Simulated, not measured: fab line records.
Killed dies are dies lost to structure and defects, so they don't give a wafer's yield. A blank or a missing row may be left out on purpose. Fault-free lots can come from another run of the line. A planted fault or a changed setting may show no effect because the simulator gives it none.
Struck lot and sound lot, side by side	flow sky130	16 steps out of a route of 708
Sound: the wafers L306.2, L306.3, L306.6. Struck: wafers L315.4, L315.5 (left out: L315.3, a lot-mate that was not struck); the cause follows at the end.
Per side, at each step with rows, come the tool, then ch with its chambers, and then its first start. Under that, the readings that differ: sound wafers	struck wafers	difference of the means	sigmas: that difference in standard deviations of wafers without a fault.
alike: readings whose means differ by less than 2 such deviations, and words and numbers that are the same on both sides. not compared: withheld readings, readings that some wafer has no value for, bounds like >300 that may hide the same value, and numbers for which the record gives no deviation and whose values overlap.
Wherever a step has rows on one side only, a row that says differs or no value, or a row with sigmas, the two part there. Numbers that don't overlap but have no deviation are shown without sigmas and don't part them. A reading that every wafer of one side lacks parts them only if that side has two wafers or more.

first, 7 steps without rows for these wafers: SKY_METAL4_HMDS_06 (prime time 60 s); SKY_METAL4_COAT_07 (resist thk 60 nm); SKY_METAL4_COAT_08 (resist thk 1140 nm); SKY_METAL4_SOFTBAKE_09 (time 90 s); SKY_METAL4_EXPOSE_10 (exposes mask MM4, target cd 300 nm); SKY_METAL4_PEB_11; SKY_METAL4_DEVELOP_12 (develop time 60 s).
SKY_METAL4_CD_MEAS_13 targets a cd of 300 nm.
  sound: cd sem-02 at day 43 01:02; struck: cd sem-01 at day 45 07:23
  alike: cd nm
SKY_METAL4_OVL_MEAS_14:
  sound: overlay-01 at day 43 01:08; struck: overlay-02 at day 45 07:28
  alike: METAL4_OVL
SKY_METAL4_DESCUM_15: chemistry O2, time 8 s.
  sound on rie metal-01 ch 0,1, day 43 01:10; struck on rie metal-04 ch 0,1, day 45 07:30
  alike: chamber pressure mTorr, drypump motor current A, oes product au, temp c
  not compared: rf hours counter h
SKY_METAL4_ETCH_16: etches BARC in N2/H2, stops on SiO2, time 88.2 s, target depth 60 nm.
  sound on rie metal-01 ch 0,1, day 43 01:11; struck on rie metal-04 ch 0,1, day 45 07:34
  alike: chamber pressure mTorr, drypump motor current A, oes product au, throttle valve pct
  not compared: rf hours counter h
SKY_METAL4_ETCH_17: etches SiO2 in C4F8/O2/Ar, stops on TiN, time 3.9 s, target depth 15 nm.
  sound on rie diel-04 ch 0,1,2, day 43 01:17; struck on rie diel-01 ch 0,1, day 45 07:37
  alike: chamber pressure mTorr, oes product au
SKY_METAL4_METAL_ETCH_18: etches the open film in Cl2/BCl3, stops on SiO2, target depth 845 nm, time 183.1 s.
  sound on rie metal-02 ch 0,1, day 43 01:19; struck on rie metal-02 ch 0,1, day 45 07:42
reading	sound	struck	difference	sigmas
oes product au (a.u.)	0.862 0.866 0.858	0.807 0.812	-0.052	-8
over etch frac	0.3 0.3 0.3	0.46144 0.46144	+0.16144	
model.KrF-thick_of_METAL4_COAT_08.thk nm (nm)	528.2 523.2 524.6	462.3 455.3	-66.5	
model.SiO2_of_VIA3_HDPCVD_00.thk nm (nm)	436.4 434.1 435	430 430.6	-5	
  alike: chamber pressure mTorr, drypump motor current A, throttle valve pct
  not compared: rf hours counter h
SKY_METAL4_STRIP_19: strips in O2/N2.
  sound on plasma asher-03 ch 0,1, day 43 01:29; struck on plasma asher-03 ch 0,1, day 45 07:51
reading	sound	struck	difference	sigmas
oes product au (a.u.)	0.506 0.502 0.502	0.478 0.473	-0.028	-6
strip time to endpoint s (s)	6.54 6.51 6.52	5.89 5.81	-0.67	-11
  alike: chamber pressure mTorr, drypump motor current A
  not compared: rf hours counter h
then, 1 step without rows for these wafers: SKY_METAL4_STRIP_20 (strips in post etch residue remover, time 1200 s).
SKY_PAD_OPEN_PROBE_99:
  sound wafers here have rows in the record (prober-02, day 46 20:34); struck ones have none

## WHERE THEY PART
First at SKY_METAL4_METAL_ETCH_18; last, within this record, at SKY_PAD_OPEN_PROBE_99.

WHY: the cause the simulator had injected
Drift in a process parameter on rie metal-02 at SKY_METAL4_METAL_ETCH_18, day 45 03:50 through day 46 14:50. Setting over etch frac, moved by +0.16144, from 0.3. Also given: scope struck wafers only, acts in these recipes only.
